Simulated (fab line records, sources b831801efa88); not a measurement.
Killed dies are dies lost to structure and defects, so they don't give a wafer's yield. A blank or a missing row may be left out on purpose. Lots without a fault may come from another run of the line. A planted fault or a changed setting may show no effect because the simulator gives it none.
fab line records | flow sky130
record lots=6 wafers=18 last_day=50
route steps=708 shown LDD_P@258 LDD_HVN@267 PAD_OPEN@708
lots that met no fault: from a run of the same line without faults
start_h: hours from the record's first day to the start of the lot's first wafer shown | wait_h: hours since the lot's step before | " the same as in the row above | L1.1+2: a row that stands for several wafers | - no value, or no start given | * or withheld: withheld | < > ~ a bound
route shown NAME@n: a module of which the file shows steps, and the number in the route of the first | usual: mean/standard deviation of fault-free wafers | same: alike in all rows | chamber/n: place in a boat | sites: the reading at each site | _std_site: their standard deviation | _edge_site: outer sites' mean less inner sites' | radius_mm: how far each site lies from the wafer's centre | mask NAME#n: copy n | behind: the tool/chamber that last shaped the wafer | hold: why the lot was held/for how many hours/how that ended | device: the transistor (n, p or np) that didn't switch | end of line: the same wafers' tests at the end of the route | a step without rows: its recipe alone | killed: dies lost to structure and defects at the first sort, not the wafer's yield | map: a wafer's dies, x killed, . not, _ none there
set.NAME: the setting as run; set.NAME@STEP: as run at that earlier step | model.NAME: the simulator's own value behind a step, which no gauge read
lots at some steps of the route; a table a step, a row a wafer
services: from which hour (start_h, from the record's first day; less than 0 if before it) a tool's chamber was out of use, for how many hours, and why
## steps
# step SKY_LDD_P_SOFTBAKE_03
# recipe temp_c=90 time_s=60 resist=NOVOLAK
# step SKY_LDD_P_EXPOSE_04
# recipe mask_id=PSDM na=0.6 source_shape=conventional sigma_outer=0.6 polarization=unpolarized target_cd_nm=380 dose_mj=138
# step SKY_LDD_P_PEB_05
# recipe temp_c=withheld time_s=* resist=NOVOLAK
# step SKY_LDD_P_DEVELOP_06
# recipe resist=NOVOLAK developer=TMAH develop_time_s=62.21 dev_temp_c=23
# step SKY_LDD_P_CD_MEAS_07
# recipe target_cd_nm=380
# usual cd_nm=379.1/2.2
# columns lot.wafer tool chamber start_h wait_h cd_nm
L275.1 cd_sem-02 - 458.59 0.1 379.2
L275.3 " - " " 378.2
L275.6 " - " " 376.2
L276.1 cd_sem-02 - 463.37 0.1 374.8
L276.2 " - " " 378.0
L276.4 " - " " 378.1
L288.1 cd_sem-01 - 569.91 0.1 383.5
L288.3 " - " " 382.2
L288.6 " - " " 381.9
L289.1 cd_sem-02 - 570.59 0.1 380.7
L289.3 " - " " 383.3
L289.5 " - " " 380.3
L291.1 cd_sem-02 - 589.31 0.1 380.9
L291.2 " - " " 383.0
L291.3 " - " " 378.5
L294.2 cd_sem-01 - 616.58 0.1 380.5
L294.5 " - " " 382.3
L294.6 " - " " 383.4
# step SKY_LDD_P_OVL_MEAS_08
# usual LDD_P_OVL=-0.8/1.2
# columns lot.wafer tool chamber start_h wait_h LDD_P_OVL[nm]
L275.1 overlay-02 - 458.71 0.1 0.3
L275.3 " - " " -0.6
L275.6 " - " " -1.5
L276.1 overlay-01 - 463.49 0.1 -0.8
L276.2 " - " " -0.9
L276.4 " - " " -2.4
L288.1 overlay-02 - 570.03 0.1 -1.3
L288.3 " - " " -0.4
L288.6 " - " " -0.9
L289.1 overlay-01 - 570.71 0.1 0.3
L289.3 " - " " -1.7
L289.5 " - " " 0.5
L291.1 overlay-01 - 589.43 0.1 -0.2
L291.2 " - " " 1.1
L291.3 " - " " 0.3
L294.2 overlay-01 - 616.69 0.1 -0.6
L294.5 " - " " 0.1
L294.6 " - " " 0.1
# step SKY_LDD_P_IMPLANT_09
# recipe species=BF2 energy_kev=25 dose_cm2=1e+13 tilt_deg=withheld
# step SKY_LDD_P_STRIP_10
# recipe chemistry=O2/N2 power_w=1400 pressure_mtorr=1500 platen_temp_c=withheld o2_flow_sccm=3000 n2_flow_sccm=300 overash_fraction=0.5
# usual drypump_motor_current_A=5.69/0.23 oes_product_au=0.715/0.005 strip_time_to_endpoint_s=14.18/0.037
# columns lot.wafer tool chamber start_h wait_h drypump_motor_current_A oes_product_au rf_hours_counter_h strip_time_to_endpoint_s
L275.1 plasma_asher-04 1 458.90 0.1 5.77 0.717 36 14.18
L275.3 " 0 " " 6.04 0.703 - 14.16
L275.6 " 1 " " 5.78 0.713 - 14.19
L276.1 plasma_asher-04 0 463.67 0.1 6.04 0.718 36 14.27
L276.2 " 1 " " 5.74 0.709 36 14.23
L276.4 " 1 " " 5.79 0.714 - 14.23
L288.1 plasma_asher-04 1 570.22 0.1 5.77 0.704 45 14.19
L288.3 " 1 " " 5.76 0.719 - 14.19
L288.6 " 1 " " 5.75 0.710 - 14.19
L289.1 plasma_asher-01 0 570.90 0.1 5.58 0.717 90 14.13
L289.3 " 0 " " 5.57 0.717 - 14.17
L289.5 " 0 " " 5.57 0.714 - 14.15
L291.1 plasma_asher-04 0 589.62 0.1 6.05 0.720 47 14.17
L291.2 " 1 " " 5.78 0.731 47 14.14
L291.3 " 0 " " 6.06 0.707 - 14.19
L294.2 plasma_asher-01 0 616.87 0.1 5.56 0.715 95 14.13
L294.5 " 0 " " 5.56 0.720 - 14.13
L294.6 " 1 " " 5.74 0.708 - 14.12
# step SKY_LDD_P_TW_MEAS_11
# usual LDD_P_TW=637/8.9
# columns lot.wafer tool chamber start_h wait_h LDD_P_TW
L275.1 film_metro-02 - 459.00 0.1 648
L275.3 " - " " 650
L275.6 " - " " 647
L276.1 film_metro-02 - 463.77 0.1 650
L276.2 " - " " 648
L276.4 " - " " 653
L288.1 film_metro-01 - 570.32 0.1 632
L288.3 " - " " 636
L288.6 " - " " 630
L289.1 film_metro-03 - 571.00 0.1 632
L289.3 " - " " 632
L289.5 " - " " 627
L291.1 film_metro-01 - 589.72 0.1 632
L291.2 " - " " 630
L291.3 " - " " 633
L294.2 film_metro-02 - 616.98 0.1 643
L294.5 " - " " 644
L294.6 " - " " 649
# step SKY_LDD_HVN_DEHYDRATE_00
# recipe temp_c=200 time_s=60
# step SKY_LDD_HVN_HMDS_01
# recipe prime_time_s=60 prime_temp_c=120
# step SKY_LDD_HVN_COAT_02
# recipe resist=NOVOLAK spin_rpm=3000 resist_thk_nm=300
# step SKY_LDD_HVN_SOFTBAKE_03
# recipe temp_c=90 time_s=60 resist=NOVOLAK
# usual chill_plate_temp_C=23.03/0.12 heater_power_total_W=56.59/0.043 plate_temp_C=90.01/0.14
# columns lot.wafer tool chamber start_h wait_h chill_plate_temp_C heater_power_total_W plate_temp_C
L275.1 litho_track-01 0 475.04 0.1 22.99 56.64 89.88
L275.3 " 0 " " 22.89 56.61 89.99
L275.6 " 0 " " 22.80 56.65 89.86
L276.1 litho_track-03 0 480.21 0.1 22.99 56.55 90.23
L276.2 " 0 " " 23.14 56.63 90.23
L276.4 " 0 " " 22.86 56.64 90.22
L288.1 litho_track-04 0 585.46 0.1 23.03 55.98 89.29
L288.3 " 0 " " 23.13 55.94 89.45
L288.6 " 0 " " 23.11 56.03 89.27
L289.1 litho_track-04 0 586.06 0.1 22.88 56.12 89.46
L289.3 " 0 " " 23.07 56.04 89.55
L289.5 " 0 " " 22.86 56.04 89.29
L291.1 litho_track-03 0 605.46 0.1 22.83 56.69 89.99
L291.2 " 0 " " 22.92 56.59 90.10
L291.3 " 0 " " 22.95 56.65 89.99
L294.2 litho_track-01 0 631.52 0.1 23.06 56.58 89.73
L294.5 " 0 " " 23.07 56.65 89.59
L294.6 " 0 " " 23.07 56.53 89.70
# step SKY_LDD_HVN_EXPOSE_04
# recipe mask_id=HVNTM na=0.6 source_shape=conventional sigma_outer=0.6 polarization=unpolarized target_cd_nm=700 dose_mj=127
# step SKY_PAD_OPEN_PROBE_99
# usual killed_at_M0_to_M3=43/6.8 killed_at_M4_up=3.3/1.9 killed_at_contacts=24/5.3 killed_at_front_end=14/4.3 killed_at_other=0.3/0.62 killed_dies=85/9.8 killed_open=46/8 killed_short=39/5.9
# same gross_dies=492 killed_at_back_side=0
# columns lot.wafer tool chamber start_h wait_h killed_at_M0_to_M3 killed_at_M4_up killed_at_contacts killed_at_front_end killed_at_other killed_dies killed_open killed_short
L288.1 prober-02 - 1181.72 0.1 45 2 22 17 0 86 43 43
L288.3 prober-02 - 1181.82 0.2 42 2 26 17 0 87 50 37
L288.6 prober-02 - 1181.97 0.2 51 2 25 15 0 93 52 41
L289.1 prober-01 - 1182.75 0.1 42 1 17 17 0 77 45 32
L289.3 prober-01 - 1182.85 0.2 41 4 27 25 0 97 49 48
L289.5 prober-01 - 1182.95 0.2 31 5 23 14 0 73 37 36
# killed by level:class
L288.1 VIA1:geometric_particle:open=12 LI_CONTACT:geometric_particle:open=8 METAL2:geometric_particle:short=7 CONTACT:geometric_particle:short=6 VIA1:geometric_particle:short=6 POLY_GATE:geometric_particle:short=5 CONTACT:geometric_particle:open=4 VIA2:geometric_particle:open=4
L288.3 VIA1:geometric_particle:open=14 CONTACT:geometric_particle:open=9 VIA3:geometric_particle:open=6 FIELD_ISO:geometric_particle:short=5 POLY_GATE:geometric_particle:short=5 LI_CONTACT:geometric_particle:open=5 LOCAL_INTERCONNECT:geometric_particle:short=5 VIA1:geometric_particle:short=5
L288.6 CONTACT:geometric_particle:open=10 VIA1:geometric_particle:open=9 LI_CONTACT:geometric_particle:open=8 VIA3:geometric_particle:open=8 FIELD_ISO:geometric_particle:open=7 METAL1:geometric_particle:short=7 VIA2:geometric_particle:open=6 CONTACT:geometric_particle:short=5
L289.1 VIA1:geometric_particle:open=9 VIA3:geometric_particle:open=7 LI_CONTACT:geometric_particle:open=7 CONTACT:geometric_particle:open=7 METAL2:geometric_particle:short=7 POLY_GATE:geometric_particle:open=6 VIA1:geometric_particle:short=5 VIA2:geometric_particle:open=5
L289.3 VIA1:geometric_particle:open=12 LI_CONTACT:geometric_particle:open=11 FIELD_ISO:geometric_particle:short=7 METAL1:geometric_particle:short=7 CONTACT:geometric_particle:short=6 FIELD_ISO:geometric_particle:open=5 LI_CONTACT:geometric_particle:short=5 POLY_GATE:geometric_particle:open=4
L289.5 CONTACT:geometric_particle:open=11 VIA1:geometric_particle:open=8 FIELD_ISO:geometric_particle:short=5 LI_CONTACT:geometric_particle:open=5 METAL2:geometric_particle:short=5 METAL4:geometric_particle:short=5 VIA3:geometric_particle:open=4 LOCAL_INTERCONNECT:geometric_particle:short=4
## services
# columns tool chamber start_h hours kind
plasma_asher-01 - 455.59 2.0 repair
plasma_asher-04 - 483.65 28.1 pm
plasma_asher-01 - 553.92 1.5 repair
plasma_asher-01 - 624.99 2.8 pm
## key
first_sign step=SKY_LDD_HVN_SOFTBAKE_03 reading=heater_power_total_W direction=down sigmas=13 usual=* struck=*
effect step=SKY_LDD_HVN_SOFTBAKE_03 reading=plate_temp_C direction=down sigmas=4.5 usual=* struck=*
met_at SKY_LDD_HVN_SOFTBAKE_03
struck_wafers L288.1,L288.3,L288.6,L289.1,L289.3,L289.5
tester_left_out L288,L289
fault kind=process_parameter_drift tool=litho_track-04 chamber=- onset_h=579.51 steps=SKY_LDD_HVN_SOFTBAKE_03 channel=temp_c offset=* shape=step end_h=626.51 acts_in=* stated=*
# tester_left_out: of these lots the tester's yield and bins aren't shown, on N5 and GAA mostly nor the transistor test; their killed dies are dies lost to structure and defects alone, not to doping, threshold or leakage, so they don't give the yield
